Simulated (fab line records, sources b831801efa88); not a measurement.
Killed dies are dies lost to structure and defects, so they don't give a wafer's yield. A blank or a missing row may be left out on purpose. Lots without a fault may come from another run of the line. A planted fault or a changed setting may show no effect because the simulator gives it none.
fab line records | flow gf180mcu
record lots=5 wafers=15 last_day=33
route steps=602 shown DUAL_GATE@142 POLY_GATE@157 HV_LDD@176
lots that met no fault: from a run of the same line without faults
start_h: hours from the record's first day to the start of the lot's first wafer shown | wait_h: hours since the lot's step before | " the same as in the row above | L1.1+2: a row that stands for several wafers | - no value, or no start given | * or withheld: withheld | < > ~ a bound
route shown NAME@n: a module of which the file shows steps, and the number in the route of the first | usual: mean/standard deviation of fault-free wafers | same: alike in all rows | chamber/n: place in a boat | sites: the reading at each site | _std_site: their standard deviation | _edge_site: outer sites' mean less inner sites' | radius_mm: how far each site lies from the wafer's centre | mask NAME#n: copy n | behind: the tool/chamber that last shaped the wafer | hold: why the lot was held/for how many hours/how that ended | device: the transistor (n, p or np) that didn't switch | end of line: the same wafers' tests at the end of the route | a step without rows: its recipe alone | killed: dies lost to structure and defects at the first sort, not the wafer's yield | map: a wafer's dies, x killed, . not, _ none there
set.NAME: the setting as run; set.NAME@STEP: as run at that earlier step | model.NAME: the simulator's own value behind a step, which no gauge read
lots at some steps of the route; a table a step, a row a wafer
services: from which hour (start_h, from the record's first day; less than 0 if before it) a tool's chamber was out of use, for how many hours, and why
## steps
# step GF_DUAL_GATE_CLEAN_01
# recipe chemistry=dHF time_s=20 dilution=100:1 dry=ipa_marangoni
# columns lot.wafer tool chamber start_h wait_h
L074.1+2+4 wet_bench-03 1 157.53 0.0
L080.1+3+4 wet_bench-01 1 197.97 0.0
L082.2+3+4 wet_bench-04 1 211.88 0.0
L088.3+5+6 wet_bench-01 0 249.77 0.0
L094.1+4+6 wet_bench-01 0 291.80 0.0
# step GF_DUAL_GATE_OXIDATION_02
# recipe temp_c=900 ambient=O2 stabilise_s=600 purge_s=300 target_thk_a=108.87 ox_time_s=1602
# columns lot.wafer tool chamber start_h wait_h
L074.1+2+4 furnace-02 0 158.23 0.7
L080.1+3+4 furnace-01 0 197.99 0.0
L082.2+3+4 furnace-01 0 213.04 1.1
L088.3+5+6 furnace-01 0 249.78 0.0
L094.1+4+6 furnace-02 0 291.81 0.0
# step GF_DUAL_GATE_THK_MEAS_03
# recipe reads=SiO2_of_DUAL_GATE_OXIDATION_02
# usual DUAL_GATE_OXIDATION_00_THK=10.93/0.19
# columns lot.wafer tool chamber start_h wait_h DUAL_GATE_OXIDATION_00_THK[nm]
L074.1 film_metro-01 - 159.67 0.0 10.50
L074.2 " - " " 10.50
L074.4 " - " " 10.69
L080.1 film_metro-01 - 199.43 0.0 11.08
L080.3 " - " " 11.02
L080.4 " - " " 11.22
L082.2 film_metro-02 - 214.49 0.0 11.05
L082.3 " - " " 11.08
L082.4 " - " " 11.06
L088.3 film_metro-01 - 251.24 0.0 11.32
L088.5 " - " " 11.20
L088.6 " - " " 11.37
L094.1 film_metro-02 - 293.26 0.0 10.86
L094.4 " - " " 10.87
L094.6 " - " " 10.96
# step GF_DUAL_GATE_DEHYDRATE_04
# recipe temp_c=200 time_s=60
# usual resist_line_temp_C=22.99/0.11
# columns lot.wafer tool chamber start_h wait_h resist_line_temp_C
L074.1 litho_track-01 0 167.51 7.8 23.02
L074.2 " 0 " " 23.04
L074.4 " 0 " " 23.20
L080.1 litho_track-01 0 207.61 8.2 22.79
L080.3 " 0 " " 22.85
L080.4 " 0 " " 22.72
L082.2 litho_track-01 0 222.63 8.1 22.93
L082.3 " 0 " " 22.89
L082.4 " 0 " " 22.89
L088.3 litho_track-03 0 260.30 9.1 23.07
L088.5 " 0 " " 23.02
L088.6 " 0 " " 22.78
L094.1 litho_track-04 0 303.87 10.6 22.95
L094.4 " 0 " " 22.98
L094.6 " 0 " " 23.02
# step GF_DUAL_GATE_HMDS_05
# recipe prime_time_s=60 prime_temp_c=120
# usual resist_line_temp_C=22.98/0.098
# columns lot.wafer tool chamber start_h wait_h resist_line_temp_C
L074.1 litho_track-01 0 167.66 0.1 23.08
L074.2 " 0 " " 22.94
L074.4 " 0 " " 22.91
L080.1 litho_track-01 0 207.76 0.1 22.96
L080.3 " 0 " " 23.02
L080.4 " 0 " " 23.19
L082.2 litho_track-01 0 222.78 0.1 22.93
L082.3 " 0 " " 23.03
L082.4 " 0 " " 23.00
L088.3 litho_track-03 0 260.45 0.1 23.03
L088.5 " 0 " " 22.73
L088.6 " 0 " " 22.96
L094.1 litho_track-04 0 304.02 0.1 22.89
L094.4 " 0 " " 22.96
L094.6 " 0 " " 22.89
# step GF_DUAL_GATE_COAT_06
# recipe resist=NOVOLAK spin_rpm=3000 resist_thk_nm=1000
# usual resist_line_temp_C=22.99/0.12
# columns lot.wafer tool chamber start_h wait_h resist_line_temp_C
L074.1 litho_track-01 0 167.81 0.1 22.90
L074.2 " 0 " " 22.94
L074.4 " 0 " " 22.93
L080.1 litho_track-01 0 207.91 0.1 22.95
L080.3 " 0 " " 22.98
L080.4 " 0 " " 23.00
L082.2 litho_track-01 0 222.93 0.1 22.85
L082.3 " 0 " " 22.89
L082.4 " 0 " " 23.00
L088.3 litho_track-03 0 260.60 0.1 22.99
L088.5 " 0 " " 22.84
L088.6 " 0 " " 23.01
L094.1 litho_track-04 0 304.17 0.1 23.02
L094.4 " 0 " " 22.93
L094.6 " 0 " " 22.79
# step GF_DUAL_GATE_SOFTBAKE_07
# recipe temp_c=90 time_s=60 resist=NOVOLAK
# usual resist_line_temp_C=23.00/0.095
# columns lot.wafer tool chamber start_h wait_h resist_line_temp_C
L074.1 litho_track-01 0 167.96 0.1 22.92
L074.2 " 0 " " 22.76
L074.4 " 0 " " 22.91
L080.1 litho_track-01 0 208.06 0.1 23.11
L080.3 " 0 " " 23.10
L080.4 " 0 " " 23.04
L082.2 litho_track-01 0 223.08 0.1 23.26
L082.3 " 0 " " 23.01
L082.4 " 0 " " 23.06
L088.3 litho_track-03 0 260.75 0.1 22.99
L088.5 " 0 " " 22.95
L088.6 " 0 " " 22.81
L094.1 litho_track-04 0 304.32 0.1 23.06
L094.4 " 0 " " 23.08
L094.6 " 0 " " 22.91
# step GF_DUAL_GATE_EXPOSE_08
# recipe mask_id=Dualgate target_cd_nm=700 na=0.6 source_shape=conventional sigma_outer=0.6 dose_mj=140
# usual exposure_dose_mJ_cm2=139.99/0.15
# columns lot.wafer tool chamber start_h wait_h mask exposure_dose_mJ_cm2
L074.1 iline_stepper-02 0 - - Dualgate#0 140.02
L074.2 " 0 " " Dualgate#0 140.09
L074.4 " 0 " " Dualgate#0 139.98
L080.1 iline_stepper-01 0 - - Dualgate#0 140.13
L080.3 " 0 " " Dualgate#0 140.09
L080.4 " 0 " " Dualgate#0 140.01
L082.2 iline_stepper-01 0 - - Dualgate#0 140.14
L082.3 " 0 " " Dualgate#0 140.06
L082.4 " 0 " " Dualgate#0 140.20
L088.3 iline_stepper-01 0 - - Dualgate#0 139.92
L088.5 " 0 " " Dualgate#0 139.83
L088.6 " 0 " " Dualgate#0 139.77
L094.1 iline_stepper-01 0 - - Dualgate#0 139.89
L094.4 " 0 " " Dualgate#0 139.86
L094.6 " 0 " " Dualgate#0 139.71
# step GF_DUAL_GATE_PEB_09
# recipe temp_c=withheld time_s=* resist=NOVOLAK
# usual resist_line_temp_C=*
# columns lot.wafer tool chamber start_h wait_h resist_line_temp_C
L074.1 litho_track-03 0 - - *
L074.2 " 0 " " *
L074.4 " 0 " " *
L080.1 litho_track-04 0 - - *
L080.3 " 0 " " *
L080.4 " 0 " " *
L082.2 litho_track-03 0 - - *
L082.3 " 0 " " *
L082.4 " 0 " " *
L088.3 litho_track-01 0 - - *
L088.5 " 0 " " *
L088.6 " 0 " " *
L094.1 litho_track-04 0 - - *
L094.4 " 0 " " *
L094.6 " 0 " " *
# step GF_DUAL_GATE_DEVELOP_10
# recipe develop_time_s=60 dev_temp_c=23
# usual developer_temp_C=22.99/0.12 resist_line_temp_C=22.97/0.1
# same develop_time_s=60
# columns lot.wafer tool chamber start_h wait_h developer_temp_C resist_line_temp_C
L074.1 litho_track-03 0 175.71 0.1 22.90 22.94
L074.2 " 0 " " 23.13 22.89
L074.4 " 0 " " 22.94 22.94
L080.1 litho_track-04 0 216.02 0.1 22.95 22.92
L080.3 " 0 " " 23.08 23.11
L080.4 " 0 " " 22.91 23.00
L082.2 litho_track-03 0 231.58 0.1 22.81 22.92
L082.3 " 0 " " 22.95 23.03
L082.4 " 0 " " 23.02 22.91
L088.3 litho_track-01 0 269.71 0.1 23.00 23.05
L088.5 " 0 " " 23.09 23.01
L088.6 " 0 " " 22.93 23.14
L094.1 litho_track-04 0 314.06 0.1 23.06 23.08
L094.4 " 0 " " 22.95 23.17
L094.6 " 0 " " 23.04 22.95
# step GF_DUAL_GATE_OVL_MEAS_11
# usual DUAL_GATE_OVL=-0.8/1.3
# columns lot.wafer tool chamber start_h wait_h DUAL_GATE_OVL[nm]
L074.1 overlay-01 - 175.86 0.1 -0.6
L074.2 " - " " -1.4
L074.4 " - " " -0.6
L080.1 overlay-02 - 216.17 0.1 -0.7
L080.3 " - " " -1.3
L080.4 " - " " -1.4
L082.2 overlay-01 - 231.71 0.1 -1.7
L082.3 " - " " -1.2
L082.4 " - " " -0.1
L088.3 overlay-02 - 269.82 0.1 -2.3
L088.5 " - " " -3.2
L088.6 " - " " -0.8
L094.1 overlay-01 - 314.21 0.1 -2.7
L094.4 " - " " -2.0
L094.6 " - " " -1.3
# step GF_DUAL_GATE_WET_ETCH_12
# recipe chemistry=dHF target_depth_nm=13 dry=n2_spin target=SiO2 temp_c=25 dilution=100:1 time_s=260
# columns lot.wafer tool chamber start_h wait_h
L074.1+2+4 wet_bench-04 3 175.89 0.0
L080.1+3+4 wet_bench-01 3 216.20 0.0
L082.2+3+4 wet_bench-04 3 231.74 0.0
L088.3+5+6 wet_bench-01 2 269.84 0.0
L094.1+4+6 wet_bench-03 1 314.25 0.0
# step GF_DUAL_GATE_STRIP_13
# recipe chemistry=O2/N2 power_w=1400 pressure_mtorr=1500 platen_temp_c=250 o2_flow_sccm=3000 n2_flow_sccm=300 overash_fraction=0.5
# usual drypump_motor_current_A=5.64/0.3 heater_power_w=324/7.8 oes_product_au=0.717/0.0044 strip_time_to_endpoint_s=12.64/0.032
# columns lot.wafer tool chamber start_h wait_h drypump_motor_current_A heater_power_w oes_product_au rf_hours_counter_h strip_time_to_endpoint_s
L074.1 plasma_asher-03 0 175.97 0.0 5.44 330 0.712 40 12.58
L074.2 " 1 " " 6.22 326 0.718 40 12.58
L074.4 " 1 " " 6.24 334 0.710 - 12.60
L080.1 plasma_asher-02 1 216.28 0.0 5.85 319 0.720 54 12.63
L080.3 " 1 " " 5.85 333 0.721 - 12.68
L080.4 " 0 " " 5.53 326 0.713 - 12.62
L082.2 plasma_asher-02 0 231.82 0.0 5.53 325 0.718 56 12.60
L082.3 " 0 " " 5.56 323 0.717 - 12.62
L082.4 " 1 " " 5.84 320 0.711 - 12.56
L088.3 plasma_asher-03 1 269.97 0.0 6.24 332 0.725 - 12.67
L088.5 " 1 " " 6.23 328 0.714 - 12.71
L088.6 " 0 " " 5.40 332 0.710 - 12.66
L094.1 plasma_asher-01 1 314.34 0.0 5.33 313 0.721 69 12.62
L094.4 " 0 " " 5.53 315 0.718 - 12.65
L094.6 " 0 " " 5.52 316 0.717 - 12.56
# step GF_DUAL_GATE_CLEAN_14
# recipe chemistry=SC1/SC2 mix=1:4:20 temp_c=70 time_s=150 dry=n2_spin
# columns lot.wafer tool chamber start_h wait_h
L074.1+2+4 wet_bench-01 0 176.07 0.1
L080.1+3+4 wet_bench-04 2 216.38 0.1
L082.2+3+4 wet_bench-01 3 231.92 0.1
L088.3+5+6 wet_bench-04 1 270.03 0.0
L094.1+4+6 wet_bench-01 1 314.44 0.1
# step GF_DUAL_GATE_OXIDATION_15
# recipe temp_c=850 ambient=O2 stabilise_s=600 purge_s=300 target_thk_a=70.98 ox_time_s=1995
# columns lot.wafer tool chamber start_h wait_h
L074.1+2+4 furnace-01 0 176.12 0.0
L080.1+3+4 furnace-02 0 217.07 0.6
L082.2+3+4 furnace-01 0 232.64 0.7
L088.3+5+6 furnace-02 0 270.47 0.4
L094.1+4+6 furnace-02 0 314.49 0.0
# step GF_POLY_GATE_CVD_00
# recipe material=poly-Si target_thk_nm=200 temp_c=620 time_s=1200 pressure_mtorr=200
# columns lot.wafer tool chamber start_h wait_h
L074.1+2+4 lpcvd-01 0 178.24 0.6
L080.1+3+4 lpcvd-01 0 218.64 0.0
L082.2+3+4 lpcvd-02 0 234.20 0.0
L088.3+5+6 lpcvd-01 1 272.02 0.0
L094.1+4+6 lpcvd-01 1 316.05 0.0
# step GF_POLY_GATE_THK_MEAS_01
# recipe reads=poly-Si_of_POLY_GATE_CVD_00
# usual POLY_GATE_CVD_00_THK=199.7/2.1
# columns lot.wafer tool chamber start_h wait_h POLY_GATE_CVD_00_THK[nm]
L074.1 film_metro-02 - 179.57 0.0 201.8
L074.2 " - " " 199.8
L074.4 " - " " 201.1
L080.1 film_metro-01 - 220.64 0.0 201.8
L080.3 " - " " 204.0
L080.4 " - " " 201.1
L082.2 film_metro-02 - 235.54 0.0 197.7
L082.3 " - " " 200.5
L082.4 " - " " 199.7
L088.3 film_metro-01 - 273.37 0.0 201.7
L088.5 " - " " 201.2
L088.6 " - " " 200.5
L094.1 film_metro-01 - 317.38 0.0 199.0
L094.4 " - " " 199.4
L094.6 " - " " 199.7
# step GF_POLY_GATE_DEHYDRATE_02
# recipe temp_c=200 time_s=60
# usual resist_line_temp_C=22.98/0.12
# columns lot.wafer tool chamber start_h wait_h resist_line_temp_C
L074.1 litho_track-02 0 187.01 7.4 23.02
L074.2 " 0 " " 23.20
L074.4 " 0 " " 23.04
L080.1 litho_track-03 0 229.06 8.4 22.89
L080.3 " 0 " " 23.01
L080.4 " 0 " " 22.83
L082.2 litho_track-03 0 244.13 8.6 23.05
L082.3 " 0 " " 23.01
L082.4 " 0 " " 22.92
L088.3 litho_track-03 0 282.80 9.4 23.07
L088.5 " 0 " " 23.06
L088.6 " 0 " " 23.02
L094.1 litho_track-01 0 327.66 10.3 22.96
L094.4 " 0 " " 22.95
L094.6 " 0 " " 22.82
# step GF_POLY_GATE_HMDS_03
# recipe prime_time_s=60 prime_temp_c=120
# usual resist_line_temp_C=22.99/0.1
# columns lot.wafer tool chamber start_h wait_h resist_line_temp_C
L074.1 litho_track-02 0 187.16 0.1 23.09
L074.2 " 0 " " 23.03
L074.4 " 0 " " 22.98
L080.1 litho_track-03 0 229.21 0.1 23.08
L080.3 " 0 " " 23.17
L080.4 " 0 " " 23.08
L082.2 litho_track-03 0 244.28 0.1 23.27
L082.3 " 0 " " 23.19
L082.4 " 0 " " 23.20
L088.3 litho_track-03 0 282.95 0.1 22.98
L088.5 " 0 " " 23.01
L088.6 " 0 " " 22.99
L094.1 litho_track-01 0 327.81 0.1 22.91
L094.4 " 0 " " 22.89
L094.6 " 0 " " 22.93
# step GF_POLY_GATE_COAT_04
# recipe resist=BARC temp_c=withheld time_s=withheld spin_rpm=withheld resist_thk_nm=withheld
# usual resist_line_temp_C=*
# columns lot.wafer tool chamber start_h wait_h resist_line_temp_C
L074.1 litho_track-02 0 187.31 0.1 *
L074.2 " 0 " " *
L074.4 " 0 " " *
L080.1 litho_track-03 0 229.36 0.1 *
L080.3 " 0 " " *
L080.4 " 0 " " *
L082.2 litho_track-03 0 244.43 0.1 *
L082.3 " 0 " " *
L082.4 " 0 " " *
L088.3 litho_track-03 0 283.10 0.1 *
L088.5 " 0 " " *
L088.6 " 0 " " *
L094.1 litho_track-01 0 327.96 0.1 *
L094.4 " 0 " " *
L094.6 " 0 " " *
# step GF_POLY_GATE_COAT_05
# recipe resist=KrF spin_rpm=withheld resist_thk_nm=700
# usual resist_line_temp_C=23.01/0.11
# columns lot.wafer tool chamber start_h wait_h resist_line_temp_C
L074.1 litho_track-02 0 - - 23.05
L074.2 " 0 " " 23.10
L074.4 " 0 " " 23.00
L080.1 litho_track-03 0 - - 23.01
L080.3 " 0 " " 23.04
L080.4 " 0 " " 22.95
L082.2 litho_track-03 0 - - 23.10
L082.3 " 0 " " 23.13
L082.4 " 0 " " 23.10
L088.3 litho_track-03 0 - - 22.98
L088.5 " 0 " " 22.93
L088.6 " 0 " " 23.11
L094.1 litho_track-01 0 - - 23.11
L094.4 " 0 " " 22.99
L094.6 " 0 " " 23.02
# step GF_POLY_GATE_SOFTBAKE_06
# recipe temp_c=130 time_s=60 resist=KrF
# usual resist_line_temp_C=22.99/0.098
# columns lot.wafer tool chamber start_h wait_h resist_line_temp_C
L074.1 litho_track-02 0 - - 23.13
L074.2 " 0 " " 23.12
L074.4 " 0 " " 22.99
L080.1 litho_track-03 0 - - 23.00
L080.3 " 0 " " 23.04
L080.4 " 0 " " 22.92
L082.2 litho_track-03 0 - - 23.02
L082.3 " 0 " " 22.93
L082.4 " 0 " " 23.06
L088.3 litho_track-03 0 - - 23.05
L088.5 " 0 " " 22.92
L088.6 " 0 " " 23.00
L094.1 litho_track-01 0 - - 23.08
L094.4 " 0 " " 22.93
L094.6 " 0 " " 22.94
# step GF_POLY_GATE_EXPOSE_07
# recipe mask_id=Poly2 target_cd_nm=280 na=0.68 source_shape=conventional sigma_outer=0.6 dose_mj=28
# usual exposure_dose_mJ_cm2=28.000/0.027
# columns lot.wafer tool chamber start_h wait_h mask exposure_dose_mJ_cm2
L074.1 krf_scanner-02 0 - - Poly2#0 27.984
L074.2 " 0 " " Poly2#0 27.980
L074.4 " 0 " " Poly2#0 28.052
L080.1 krf_scanner-01 0 - - Poly2#0 28.025
L080.3 " 0 " " Poly2#0 27.982
L080.4 " 0 " " Poly2#0 28.017
L082.2 krf_scanner-02 0 - - Poly2#0 28.047
L082.3 " 0 " " Poly2#0 28.003
L082.4 " 0 " " Poly2#0 28.012
L088.3 krf_scanner-02 0 - - Poly2#0 27.997
L088.5 " 0 " " Poly2#0 27.999
L088.6 " 0 " " Poly2#0 27.964
L094.1 krf_scanner-01 0 - - Poly2#0 27.985
L094.4 " 0 " " Poly2#0 27.985
L094.6 " 0 " " Poly2#0 27.964
# step GF_POLY_GATE_PEB_08
# recipe peb_temp_c=135 peb_time_s=90 resist=KrF
# usual resist_line_temp_C=22.99/0.11
# same peb_time_s=90
# columns lot.wafer tool chamber start_h wait_h resist_line_temp_C
L074.1 litho_track-01 0 - - 23.19
L074.2 " 0 " " 22.98
L074.4 " 0 " " 23.14
L080.1 litho_track-01 0 - - 23.22
L080.3 " 0 " " 23.03
L080.4 " 0 " " 23.04
L082.2 litho_track-03 0 - - 23.12
L082.3 " 0 " " 22.97
L082.4 " 0 " " 23.12
L088.3 litho_track-03 0 - - 22.96
L088.5 " 0 " " 23.06
L088.6 " 0 " " 23.13
L094.1 litho_track-03 0 - - 22.81
L094.4 " 0 " " 22.96
L094.6 " 0 " " 22.90
# step GF_POLY_GATE_DEVELOP_09
# recipe develop_time_s=60 resist=KrF dev_temp_c=21
# usual developer_temp_C=21.02/0.11 resist_line_temp_C=23.01/0.099
# same develop_time_s=60
# columns lot.wafer tool chamber start_h wait_h developer_temp_C resist_line_temp_C
L074.1 litho_track-01 0 195.76 0.2 20.79 23.00
L074.2 " 0 " " 20.88 23.13
L074.4 " 0 " " 20.95 22.95
L080.1 litho_track-01 0 238.36 0.2 20.96 22.94
L080.3 " 0 " " 20.85 22.98
L080.4 " 0 " " 21.11 23.05
L082.2 litho_track-03 0 253.83 0.2 21.08 22.96
L082.3 " 0 " " 21.10 23.10
L082.4 " 0 " " 21.09 23.05
L088.3 litho_track-03 0 292.45 0.1 20.98 22.98
L088.5 " 0 " " 20.85 23.03
L088.6 " 0 " " 21.00 22.93
L094.1 litho_track-03 0 338.75 0.2 21.13 23.21
L094.4 " 0 " " 21.04 23.19
L094.6 " 0 " " 20.98 23.17
# step GF_POLY_GATE_CD_MEAS_10
# recipe target_cd_nm=280
# usual cd_nm=280.1/1.2
# columns lot.wafer tool chamber start_h wait_h cd_nm
L074.1 cd_sem-02 - 195.91 0.1 279.0
L074.2 " - " " 279.9
L074.4 " - " " 279.5
L080.1 cd_sem-02 - 238.51 0.1 282.0
L080.3 " - " " 281.3
L080.4 " - " " 280.6
L082.2 cd_sem-02 - 253.98 0.1 279.8
L082.3 " - " " 279.6
L082.4 " - " " 280.5
L088.3 cd_sem-01 - 292.59 0.1 281.3
L088.5 " - " " 282.4
L088.6 " - " " 282.0
L094.1 cd_sem-01 - 338.90 0.1 278.6
L094.4 " - " " 279.4
L094.6 " - " " 277.4
# step GF_POLY_GATE_OVL_MEAS_11
# usual POLY_GATE_OVL=-1/5.4
# columns lot.wafer tool chamber start_h wait_h POLY_GATE_OVL[nm]
L074.1 overlay-02 - 196.03 0.1 -7
L074.2 " - " " -13
L074.4 " - " " -7
L080.1 overlay-01 - 238.63 0.1 -2
L080.3 " - " " -2
L080.4 " - " " 2
L082.2 overlay-01 - 254.08 0.1 2
L082.3 " - " " 8
L082.4 " - " " 3
L088.3 overlay-01 - 292.69 0.1 -4
L088.5 " - " " -5
L088.6 " - " " 0
L094.1 overlay-02 - 339.02 0.1 -5
L094.4 " - " " 0
L094.6 " - " " -9
# step GF_POLY_GATE_ETCH_12
# recipe chemistry=N2/H2 target_depth_a=withheld overetch_a=withheld time_s=withheld target=BARC ion_energy_ev=200 source_w=500 bias_w=100 pressure_mtorr=30 n2_flow_sccm=100 h2_flow_sccm=200
# usual bias_w=100.0/0.33 drypump_motor_current_A=5.8/0.35 oes_product_au=0.736/0.0044 throttle_valve_pct=13.214/0.0086
# columns lot.wafer tool chamber start_h wait_h bias_w drypump_motor_current_A oes_product_au throttle_valve_pct
L074.1 rie_diel-02 1 196.07 0.0 100.3 6.0 0.735 13.205
L074.2 " 3 " " 100.0 5.6 0.741 13.210
L074.4 " 0 " " 99.6 6.1 0.727 13.232
L080.1 rie_diel-02 1 238.66 0.0 100.4 6.0 0.736 13.201
L080.3 " 0 " " 99.4 6.1 0.730 13.215
L080.4 " 2 " " 99.6 6.3 0.739 13.218
L082.2 rie_diel-02 1 254.11 0.0 100.6 6.0 0.736 13.206
L082.3 " 3 " " 100.0 5.6 0.743 13.224
L082.4 " 2 " " 100.0 6.3 0.738 13.210
L088.3 rie_diel-02 0 292.71 0.0 99.9 6.1 0.734 13.212
L088.5 " 3 " " 99.9 5.6 0.732 13.206
L088.6 " 0 " " 100.3 6.1 0.742 13.218
L094.1 rie_diel-02 3 339.06 0.0 100.4 5.6 0.736 13.215
L094.4 " 1 " " 100.2 6.0 0.735 13.209
L094.6 " 3 " " 100.3 5.6 0.736 13.210
# step GF_POLY_GATE_ETCH_13
# recipe target=poly-Si target_depth_nm=198.5 stop_on=SiO2 over_etch_frac=0.403 chemistry=HBr/Cl2 icp_w=400 bias_w=100 pressure_mtorr=10 HBr_flow_sccm=150 Cl2_flow_sccm=50 time_s=69.6
# usual bias_w=100.0/0.31 drypump_motor_current_A=6.0/0.39 oes_product_au=0.992/0.0078 throttle_valve_pct=33.685/0.0092
# columns lot.wafer tool chamber start_h wait_h bias_w drypump_motor_current_A oes_product_au rf_hours_counter_h throttle_valve_pct
L074.1 rie_si-02 3 196.12 - 99.9 5.8 0.995 78 33.680
L074.2 " 1 " " 99.6 5.9 1.007 51 33.714
L074.4 " 0 " " 99.7 6.6 0.981 89 33.692
L080.1 rie_si-02 3 238.72 - 100.2 5.8 0.996 78 33.684
L080.3 " 1 " " 99.9 5.9 0.984 51 33.693
L080.4 " 0 " " 99.8 6.6 0.984 90 33.697
L082.2 rie_si-01 1 254.16 - 99.7 6.3 0.995 63 33.680
L082.3 " 3 " " 100.2 6.5 0.998 3 33.686
L082.4 " 2 " " 100.9 5.6 0.988 22 33.712
L088.3 rie_si-02 1 292.76 - 100.1 5.9 0.990 51 33.680
L088.5 " 3 " " 100.1 5.8 0.997 - 33.694
L088.6 " 2 " " 99.8 5.4 0.984 - 33.682
L094.1 rie_si-01 2 339.11 - 99.7 5.6 0.991 23 33.686
L094.4 " 1 " " 100.4 6.4 1.000 63 33.682
L094.6 " 2 " " 100.0 5.7 0.988 - 33.688
# step GF_POLY_GATE_STRIP_14
# recipe chemistry=O2/N2 power_w=1400 pressure_mtorr=1500 platen_temp_c=250 o2_flow_sccm=3000 n2_flow_sccm=300 overash_fraction=0.5
# usual drypump_motor_current_A=5.61/0.29 heater_power_w=328/8.1 oes_product_au=0.504/0.0043
# columns lot.wafer tool chamber start_h wait_h drypump_motor_current_A heater_power_w oes_product_au rf_hours_counter_h
L074.1 plasma_asher-04 1 196.17 0.0 5.57 330 0.505 8
L074.2 " 0 " " 5.20 335 0.512 8
L074.4 " 1 " " 5.59 337 0.504 -
L080.1 plasma_asher-04 0 238.77 0.0 5.22 333 0.506 12
L080.3 " 1 " " 5.57 336 0.508 -
L080.4 " 0 " " 5.22 324 0.503 -
L082.2 plasma_asher-04 1 254.22 0.0 5.60 334 0.503 14
L082.3 " 0 " " 5.21 324 0.499 -
L082.4 " 1 " " 5.59 336 0.498 -
L088.3 plasma_asher-02 1 292.85 0.1 5.85 325 0.506 -
L088.5 " 1 " " 5.85 329 0.511 -
L088.6 " 0 " " 5.52 327 0.507 -
L094.1 plasma_asher-02 1 339.17 0.0 5.86 332 0.497 67
L094.4 " 1 " " 5.84 320 0.496 -
L094.6 " 0 " " 5.50 314 0.506 -
# step GF_POLY_GATE_CLEAN_15
# recipe chemistry=SC1/SC2 mix=1:4:20 temp_c=70 time_s=150 dry=n2_spin
# columns lot.wafer tool chamber start_h wait_h
L074.1+2+4 wet_bench-04 0 196.27 0.1
L080.1+3+4 wet_bench-04 2 238.87 0.1
L082.2+3+4 wet_bench-01 0 254.32 0.1
L088.3+5+6 wet_bench-01 2 292.92 0.0
L094.1+4+6 wet_bench-01 3 339.27 0.1
# step GF_POLY_GATE_OXIDATION_16
# recipe temp_c=850 ambient=O2 stabilise_s=600 purge_s=300 target_thk_a=40 ox_time_s=899
# columns lot.wafer tool chamber start_h wait_h
L074.1+2+4 furnace-02 0 197.14 0.8
L080.1+3+4 furnace-01 0 239.12 0.2
L082.2+3+4 furnace-01 0 254.37 0.0
L088.3+5+6 furnace-01 0 292.97 0.0
L094.1+4+6 furnace-01 0 339.32 0.0
# step GF_POLY_GATE_THK_MEAS_17
# recipe reads=SiO2_of_POLY_GATE_OXIDATION_16
# usual POLY_GATE_OXIDATION_THK=3.99/0.074
# columns lot.wafer tool chamber start_h wait_h POLY_GATE_OXIDATION_THK[nm]
L074.1 film_metro-02 - 198.39 0.0 4.03
L074.2 " - " " 4.02
L074.4 " - " " 3.96
L080.1 film_metro-01 - 240.37 0.0 4.14
L080.3 " - " " 4.15
L080.4 " - " " 4.06
L082.2 film_metro-01 - 255.63 0.0 3.96
L082.3 " - " " 3.99
L082.4 " - " " 4.02
L088.3 film_metro-02 - 294.24 0.0 4.04
L088.5 " - " " 4.01
L088.6 " - " " 3.93
L094.1 film_metro-03 - 340.57 0.0 4.05
L094.4 " - " " 4.04
L094.6 " - " " 3.91
# step GF_POLY_GATE_CD_MEAS_18
# usual cd_nm=280.7/2
# columns lot.wafer tool chamber start_h wait_h cd_nm
L074.1 cd_sem-01 - 198.45 0.1 277.8
L074.2 " - " " 282.4
L074.4 " - " " 279.3
L080.1 cd_sem-01 - 240.43 0.1 281.2
L080.3 " - " " 282.9
L080.4 " - " " 280.0
L082.2 cd_sem-01 - 259.59 4.0 279.7
L082.3 " - " " 281.7
L082.4 " - " " 279.9
L088.3 cd_sem-02 - 294.33 0.1 281.4
L088.5 " - " " 282.8
L088.6 " - " " 282.6
L094.1 cd_sem-01 - 340.63 0.1 278.1
L094.4 " - " " 280.1
L094.6 " - " " 277.2
# step GF_HV_LDD_DEHYDRATE_00
# recipe temp_c=200 time_s=60
# usual resist_line_temp_C=22.99/0.11
# columns lot.wafer tool chamber start_h wait_h resist_line_temp_C
L074.1 litho_track-04 0 206.77 8.3 22.89
L074.2 " 0 " " 22.93
L074.4 " 0 " " 22.79
L080.1 litho_track-02 0 249.46 9.0 22.94
L080.3 " 0 " " 22.93
L080.4 " 0 " " 22.87
L082.2 litho_track-01 0 268.33 8.7 22.88
L082.3 " 0 " " 22.89
L082.4 " 0 " " 22.88
L088.3 litho_track-02 0 304.56 10.2 23.00
L088.5 " 0 " " 22.97
L088.6 " 0 " " 23.27
L094.1 litho_track-02 0 351.41 10.8 23.13
L094.4 " 0 " " 23.16
L094.6 " 0 " " 23.14
# step GF_HV_LDD_HMDS_01
# recipe prime_time_s=60 prime_temp_c=120
# usual resist_line_temp_C=23.00/0.1
# columns lot.wafer tool chamber start_h wait_h resist_line_temp_C
L074.1 litho_track-04 0 206.92 0.1 22.90
L074.2 " 0 " " 23.01
L074.4 " 0 " " 23.16
L080.1 litho_track-02 0 249.61 0.1 23.06
L080.3 " 0 " " 22.97
L080.4 " 0 " " 23.08
L082.2 litho_track-01 0 268.48 0.1 22.97
L082.3 " 0 " " 23.02
L082.4 " 0 " " 22.95
L088.3 litho_track-02 0 304.71 0.1 22.83
L088.5 " 0 " " 22.88
L088.6 " 0 " " 22.83
L094.1 litho_track-02 0 351.56 0.1 23.13
L094.4 " 0 " " 23.03
L094.6 " 0 " " 23.03
## services
# columns tool chamber start_h hours kind
rie_si-02 3 139.50 2.3 repair
iline_stepper-01 - 140.51 1.7 pm
furnace-02 - 161.51 6.5 pm
rie_si-02 2 162.68 7.8 repair
plasma_asher-02 - 164.89 1.2 repair
rie_si-02 3 172.42 6.6 repair
rie_si-02 1 179.11 12.1 repair
rie_si-02 - 184.27 2.8 pm
rie_si-02 2 218.29 2.0 repair
krf_scanner-02 - 218.81 1.0 pm
iline_stepper-01 - 220.78 2.1 pm
furnace-02 - 223.78 3.7 pm
rie_si-02 2 239.24 5.2 repair
krf_scanner-02 - 246.15 1.3 pm
krf_scanner-02 - 252.38 3.6 pm
krf_scanner-02 - 257.08 0.8 pm
rie_si-02 0 265.46 9.4 repair
furnace-01 - 269.46 4.1 pm
furnace-01 - 273.54 4.2 pm
rie_diel-02 - 277.14 0.4 repair
lpcvd-01 - 293.60 2.8 pm
rie_si-02 1 296.19 15.2 repair
krf_scanner-02 - 318.36 0.5 repair
rie_diel-02 2 344.41 14.2 repair
## key
fault none
